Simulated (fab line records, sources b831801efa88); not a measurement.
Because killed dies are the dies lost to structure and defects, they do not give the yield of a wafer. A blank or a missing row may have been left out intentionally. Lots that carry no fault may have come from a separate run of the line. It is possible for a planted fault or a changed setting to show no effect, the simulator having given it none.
Which tool did it? || flow sky130 || 39 wafers from 13 lots sampled at 4 of the route's 708 steps

WHAT THE GAUGES SHOWED, per wafer
SKY_METAL1_THK_MEAS_06: measures by xrf. Usual: METAL1_ALCU_THK 247.7 nm, standard deviation 3.
{"lot": "L712", "measured": "day 31 09:40", "on": "film_metro-03", "METAL1_ALCU_THK (nm)": "245.1 250.4 248.8", "flag": ""}
{"lot": "L713", "measured": "day 31 22:11", "on": "film_metro-04", "METAL1_ALCU_THK (nm)": "250.4 247.4 248.7", "flag": ""}
{"lot": "L714", "measured": "day 32 19:20", "on": "film_metro-04", "METAL1_ALCU_THK (nm)": "249.9 248.7 248.6", "flag": ""}
{"lot": "L716", "measured": "day 33 02:44", "on": "film_metro-03", "METAL1_ALCU_THK (nm)": "245.9 248.9 250.1", "flag": ""}
{"lot": "L718", "measured": "day 33 19:08", "on": "film_metro-04", "METAL1_ALCU_THK (nm)": "245.8 251.4", "flag": ""}
{"lot": "L720", "measured": "day 34 04:58", "on": "film_metro-03", "METAL1_ALCU_THK (nm)": "252.4 246.0 247.1", "flag": ""}
{"lot": "L721", "measured": "day 34 14:23", "on": "film_metro-03", "METAL1_ALCU_THK (nm)": "241.9 240.9", "flag": ""}
{"lot": "L728", "measured": "day 37 09:06", "on": "film_metro-03", "METAL1_ALCU_THK (nm)": "243.1 246.2 246.2", "flag": ""}
{"lot": "L730", "measured": "day 38 04:32", "on": "film_metro-04", "METAL1_ALCU_THK (nm)": "250.9 248.6 249.9", "flag": ""}
{"lot": "L731", "measured": "day 38 04:44", "on": "film_metro-03", "METAL1_ALCU_THK (nm)": "247.1 247.3 249.6", "flag": ""}
{"lot": "L732", "measured": "day 38 05:40", "on": "film_metro-02", "METAL1_ALCU_THK (nm)": "246.1 246.6 247.8", "flag": ""}
{"lot": "L734", "measured": "day 38 15:54", "on": "film_metro-03", "METAL1_ALCU_THK (nm)": "248.5 248.4 246.4", "flag": ""}
{"lot": "L735", "measured": "day 39 01:31", "on": "film_metro-04", "METAL1_ALCU_THK (nm)": "253.7 254.6 254.3", "flag": ""}

SKY_METAL1_OVL_MEAS_16. Usual: METAL1_OVL 2 nm, standard deviation 6.1.
{"lot": "L712", "measured": "day 32 13:14", "on": "overlay-01", "METAL1_OVL (nm)": "-3 0 -5", "flag": ""}
{"lot": "L713", "measured": "day 33 01:56", "on": "overlay-02", "METAL1_OVL (nm)": "-8 -5 3", "flag": ""}
{"lot": "L714", "measured": "day 33 22:42", "on": "overlay-02", "METAL1_OVL (nm)": "3 0 3", "flag": ""}
{"lot": "L716", "measured": "day 34 05:24", "on": "overlay-01", "METAL1_OVL (nm)": "15 7 6", "flag": ""}
{"lot": "L718", "measured": "day 34 22:54", "on": "overlay-01", "METAL1_OVL (nm)": "9 2", "flag": ""}
{"lot": "L720", "measured": "day 35 08:32", "on": "overlay-02", "METAL1_OVL (nm)": "4 1 5", "flag": ""}
{"lot": "L721", "measured": "day 35 17:12", "on": "overlay-02", "METAL1_OVL (nm)": "11 19", "flag": ""}
{"lot": "L728", "measured": "day 38 11:16", "on": "overlay-02", "METAL1_OVL (nm)": "-1 -2 -6", "flag": ""}
{"lot": "L730", "measured": "day 39 05:40", "on": "overlay-02", "METAL1_OVL (nm)": "-3 -9 -2", "flag": ""}
{"lot": "L731", "measured": "day 39 05:59", "on": "overlay-01", "METAL1_OVL (nm)": "2 3 1", "flag": ""}
{"lot": "L732", "measured": "day 39 06:37", "on": "overlay-01", "METAL1_OVL (nm)": "5 -3 -1", "flag": ""}
{"lot": "L734", "measured": "day 39 16:33", "on": "overlay-02", "METAL1_OVL (nm)": "8 9 13", "flag": ""}
{"lot": "L735", "measured": "day 40 01:45", "on": "overlay-02", "METAL1_OVL (nm)": "5 1 6", "flag": ""}

WHICH TOOL RAN EACH LOT (tool, then ch and the chambers of the sampled wafers, then the start)
{"lot": "L712", "SKY_CONTACT_CMP_27": "cmp-02 ch 0,1,3, day 31 09:06", "SKY_METAL1_SPUTTER_03": "pvd_sputter-03, day 31 09:29"}
{"lot": "L713", "SKY_CONTACT_CMP_27": "cmp-02 ch 1,2,3, day 31 21:41", "SKY_METAL1_SPUTTER_03": "pvd_sputter-01, day 31 22:00"}
{"lot": "L714", "SKY_CONTACT_CMP_27": "cmp-02 ch 0,1, day 32 18:45", "SKY_METAL1_SPUTTER_03": "pvd_sputter-01, day 32 19:07"}
{"lot": "L716", "SKY_CONTACT_CMP_27": "cmp-02 ch 0,3, day 33 02:12", "SKY_METAL1_SPUTTER_03": "pvd_sputter-01, day 33 02:32"}
{"lot": "L718", "SKY_CONTACT_CMP_27": "cmp-02 ch 1,2,3, day 33 18:37", "SKY_METAL1_SPUTTER_03": "pvd_sputter-02, day 33 18:56"}
{"lot": "L720", "SKY_CONTACT_CMP_27": "cmp-01 ch 0,2,3, day 34 04:27", "SKY_METAL1_SPUTTER_03": "pvd_sputter-01, day 34 04:46"}
{"lot": "L721", "SKY_CONTACT_CMP_27": "cmp-02 ch 0,1,2, day 34 13:49", "SKY_METAL1_SPUTTER_03": "pvd_sputter-02, day 34 14:11"}
{"lot": "L728", "SKY_CONTACT_CMP_27": "cmp-02 ch 1,2,3, day 37 08:32", "SKY_METAL1_SPUTTER_03": "pvd_sputter-02, day 37 08:55"}
{"lot": "L730", "SKY_CONTACT_CMP_27": "cmp-01 ch 0,1,3, day 38 04:04", "SKY_METAL1_SPUTTER_03": "pvd_sputter-01, day 38 04:20"}
{"lot": "L731", "SKY_CONTACT_CMP_27": "cmp-02 ch 0,2,3, day 38 04:10", "SKY_METAL1_SPUTTER_03": "pvd_sputter-02, day 38 04:33"}
{"lot": "L732", "SKY_CONTACT_CMP_27": "cmp-02 ch 1,2, day 38 05:05", "SKY_METAL1_SPUTTER_03": "pvd_sputter-03, day 38 05:28"}
{"lot": "L734", "SKY_CONTACT_CMP_27": "cmp-02 ch 0,1, day 38 15:20", "SKY_METAL1_SPUTTER_03": "pvd_sputter-03, day 38 15:42"}
{"lot": "L735", "SKY_CONTACT_CMP_27": "cmp-01 ch 0,1,3, day 39 00:59", "SKY_METAL1_SPUTTER_03": "pvd_sputter-03, day 39 01:19"}
- SKY_CONTACT_CMP_27: polishes, stops on SiO2, t overpolish 15 s, target thk 0 nm.
- SKY_METAL1_SPUTTER_03: material Ti, target thk 5 nm, time 3.3 s.

WHAT THE TOOLS THEMSELVES READ (means of the sampled wafers that have a number; where no wafer has one, the mark that the record gives instead)
SKY_CONTACT_CMP_27. Usual: edge_zone_pressure_frac 1.001, standard deviation 0.0049; motor_current_A 11.1 A, standard deviation 1; overpolish_run_s 15.000 s, standard deviation 0.0089; time_to_endpoint_s 81.9 s, standard deviation 3.
{"lot": "L712", "tool": "cmp-02", "edge_zone_pressure_frac": 0.998, "motor_current_A (A)": 11.7, "overpolish_run_s (s)": 14.997, "time_to_endpoint_s (s)": 82.0, "flag": ""}
{"lot": "L713", "tool": "cmp-02", "edge_zone_pressure_frac": 1.003, "motor_current_A (A)": 10.5, "overpolish_run_s (s)": 14.991, "time_to_endpoint_s (s)": 79.7, "flag": ""}
{"lot": "L714", "tool": "cmp-02", "edge_zone_pressure_frac": 1.000, "motor_current_A (A)": 12.0, "overpolish_run_s (s)": 15.002, "time_to_endpoint_s (s)": 84.2, "flag": ""}
{"lot": "L716", "tool": "cmp-02", "edge_zone_pressure_frac": 0.997, "motor_current_A (A)": 10.6, "overpolish_run_s (s)": 14.998, "time_to_endpoint_s (s)": 79.5, "flag": ""}
{"lot": "L718", "tool": "cmp-02", "edge_zone_pressure_frac": 1.004, "motor_current_A (A)": 10.4, "overpolish_run_s (s)": 10.010, "time_to_endpoint_s (s)": 95.3, "flag": "OFF"}
{"lot": "L720", "tool": "cmp-01", "edge_zone_pressure_frac": 1.000, "motor_current_A (A)": 10.8, "overpolish_run_s (s)": 15.000, "time_to_endpoint_s (s)": 82.5, "flag": ""}
{"lot": "L721", "tool": "cmp-02", "edge_zone_pressure_frac": 1.002, "motor_current_A (A)": 11.7, "overpolish_run_s (s)": 10.011, "time_to_endpoint_s (s)": 94.3, "flag": "OFF"}
{"lot": "L728", "tool": "cmp-02", "edge_zone_pressure_frac": 0.998, "motor_current_A (A)": 10.7, "overpolish_run_s (s)": 15.002, "time_to_endpoint_s (s)": 78.8, "flag": ""}
{"lot": "L730", "tool": "cmp-01", "edge_zone_pressure_frac": 1.000, "motor_current_A (A)": 10.6, "overpolish_run_s (s)": 14.990, "time_to_endpoint_s (s)": 79.6, "flag": ""}
{"lot": "L731", "tool": "cmp-02", "edge_zone_pressure_frac": 1.000, "motor_current_A (A)": 11.0, "overpolish_run_s (s)": 15.001, "time_to_endpoint_s (s)": 82.2, "flag": ""}
{"lot": "L732", "tool": "cmp-02", "edge_zone_pressure_frac": 0.995, "motor_current_A (A)": 10.7, "overpolish_run_s (s)": 15.001, "time_to_endpoint_s (s)": 81.0, "flag": ""}
{"lot": "L734", "tool": "cmp-02", "edge_zone_pressure_frac": 1.005, "motor_current_A (A)": 12.3, "overpolish_run_s (s)": 14.996, "time_to_endpoint_s (s)": 85.8, "flag": ""}
{"lot": "L735", "tool": "cmp-01", "edge_zone_pressure_frac": 0.999, "motor_current_A (A)": 10.6, "overpolish_run_s (s)": 15.006, "time_to_endpoint_s (s)": 81.5, "flag": ""}

SKY_METAL1_SPUTTER_03. Usual: throttle_valve_pct at 29.7 %, with a standard deviation of 0.93.
{"lot": "L712", "tool": "pvd_sputter-03", "throttle_valve_pct (%)": 30.1, "flag": ""}
{"lot": "L713", "tool": "pvd_sputter-01", "throttle_valve_pct (%)": 29.4, "flag": ""}
{"lot": "L714", "tool": "pvd_sputter-01", "throttle_valve_pct (%)": 29.5, "flag": ""}
{"lot": "L716", "tool": "pvd_sputter-01", "throttle_valve_pct (%)": 29.7, "flag": ""}
{"lot": "L718", "tool": "pvd_sputter-02", "throttle_valve_pct (%)": 29.1, "flag": ""}
{"lot": "L720", "tool": "pvd_sputter-01", "throttle_valve_pct (%)": 29.7, "flag": ""}
{"lot": "L721", "tool": "pvd_sputter-02", "throttle_valve_pct (%)": 28.6, "flag": ""}
{"lot": "L728", "tool": "pvd_sputter-02", "throttle_valve_pct (%)": 29.2, "flag": ""}
{"lot": "L730", "tool": "pvd_sputter-01", "throttle_valve_pct (%)": 29.5, "flag": ""}
{"lot": "L731", "tool": "pvd_sputter-02", "throttle_valve_pct (%)": 28.9, "flag": ""}
{"lot": "L732", "tool": "pvd_sputter-03", "throttle_valve_pct (%)": 31.2, "flag": ""}
{"lot": "L734", "tool": "pvd_sputter-03", "throttle_valve_pct (%)": 30.4, "flag": ""}
{"lot": "L735", "tool": "pvd_sputter-03", "throttle_valve_pct (%)": 30.9, "flag": ""}

THE ANSWER, worked out from the rows above alone
Rule: lot off if the mean of its wafers having a number is beyond 3 standard deviations from the usual mean. A lot without any number at a reading at which 4 lots or more have one is off too. Any other lot the step has rows for is counted as sound. After the gauges, taken in route order, come the tools' own readings; for these a lot's mean is taken, as printed above. At the first step where some lot is off, the reading lying furthest off is the one used; lots without a number count as furthest.
Off: L718, L721 (SKY_CONTACT_CMP_27, overpolish_run_s).
If a tool, at that step or one of the process steps before it, ran each lot that is off and ran no sound lot following the first of them, it fits. No candidate that was tried fits.

WHAT HAD BEEN PUT IN BY THE SIMULATOR
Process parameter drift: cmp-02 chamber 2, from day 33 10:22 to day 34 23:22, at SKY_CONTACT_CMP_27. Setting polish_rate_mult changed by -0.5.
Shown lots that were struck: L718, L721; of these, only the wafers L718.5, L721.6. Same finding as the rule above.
